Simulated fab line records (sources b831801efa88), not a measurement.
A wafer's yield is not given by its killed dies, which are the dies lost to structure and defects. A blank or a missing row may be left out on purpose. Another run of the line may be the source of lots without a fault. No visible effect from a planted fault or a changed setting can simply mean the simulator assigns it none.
8D (eight disciplines) problem report, filled in by code | flow sky130 | the parts of the form that need people (team, actions taken, sign-off) are left out

## 1. WHAT IS WRONG
Wafers free of any fault read 540 nm (standard deviation 6.4) for PASSIVATION_CVD_02_THK at SKY_PASSIVATION_THK_MEAS_03, against a mean of 587 nm on 2 wafers of 2 lots. That puts it +7.3 standard deviations away from the usual mean.
Seen first at day 47 05:22 on film-metro-03, wafer L963.6. Wafers with a number at this step in the record: 30, from 10 lots. Rule for "out", or "out of limits": more than 4 standard deviations from the usual mean. All remaining wafers that have a number are taken as sound.

## 2. WHAT IT IS, AND WHAT IT ISN'T
question                    | is                           | is not
which readings at this step | PASSIVATION_CVD_02_THK       | -
which lots                  | L960, L963                   | L953, L954, L956, L958, L964, L970, L971, L972
which wafers of those lots  | L960.2, L963.6               | L960.1, L960.5, L963.2, L963.4
read on which gauges        | film-metro-03, film-metro-04 | film-metro-02
when                        | from day 47 05:22            | up to then (14 sound wafers); but 14 sound wafers of L960, L964, L970, L971, L972 came after

## 3. THE SUSPECTS, EACH WITH WHAT RULES IT OUT
Counting: any tool at a process step up to the reading remains a suspect provided it ran every lot that is out. Sound lots after the first of them don't rule it out here, since some wafers of a struck lot are sound.
- ruled out: the gauge at SKY_PASSIVATION_THK_MEAS_03. 2 gauges (film-metro-03, film-metro-04) read the wafers that are out.
- pecvd-04 at SKY_PASSIVATION_CVD_02 (deposits Si3N4, target thk 540 nm): kept. Every lot that is out went through it, the first being L963 (day 47 05:07); the last sound lot it ran before that was L958 (day 46 02:29).
- Within pecvd-04 at SKY_PASSIVATION_CVD_02: the wafers that are out ran in chamber 0; their sound lot-mates ran in chambers 1, 2.
Left after counting: pecvd-04 at SKY_PASSIVATION_CVD_02.

## 4. THE CAUSE (what the simulator had put in)
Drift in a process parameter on pecvd-04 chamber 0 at SKY_PASSIVATION_CVD_02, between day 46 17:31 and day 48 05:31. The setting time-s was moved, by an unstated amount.
Counting left only this tool.

## 5. THE EFFECT CHAIN, in route order
Each row: a reading where the mean over the struck wafers with a number is more than 3 standard deviations away from the usual. Readings are gone through only where the record gives a usual standard deviation; hours: the median, over the lots, of the time from a lot's start at the first step in this table giving one to that lot's start at this step; sigmas: the change measured in usual standard deviations.
hours | step                        | reading                | usual      | on struck wafers | change | sigmas
0     | SKY_PASSIVATION_THK_MEAS_03 | PASSIVATION_CVD_02_THK | 540 nm     | 587              | +47    | +7.3
19    | SKY_PASSIVATION_ETCH_11     | oes-product-au         | 0.977 a.u. | 0.996            | +0.019 | +3.1
Here are the process steps it includes:
- SKY_PASSIVATION_ETCH_11: etches the open film in CF4/O2, stops on AlCu, target depth 725 nm, time 161.1 s.

## 6. WHAT WOULD HAVE CAUGHT IT SOONER
In this record the first reading out of limits at a measuring or inspecting step was taken at day 47 05:22, 12 hours after the fault began at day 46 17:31.
Of the tool readings at SKY_PASSIVATION_CVD_02 for which the record gives a usual standard deviation, none was out on any struck wafer, so an alarm limit of 4 standard deviations on them would not have fired.
L960, from the lots that are out (2), started SKY_PASSIVATION_CVD_02 on pecvd-04 later than day 47 05:22. Putting the tool on hold at that point would have spared it.
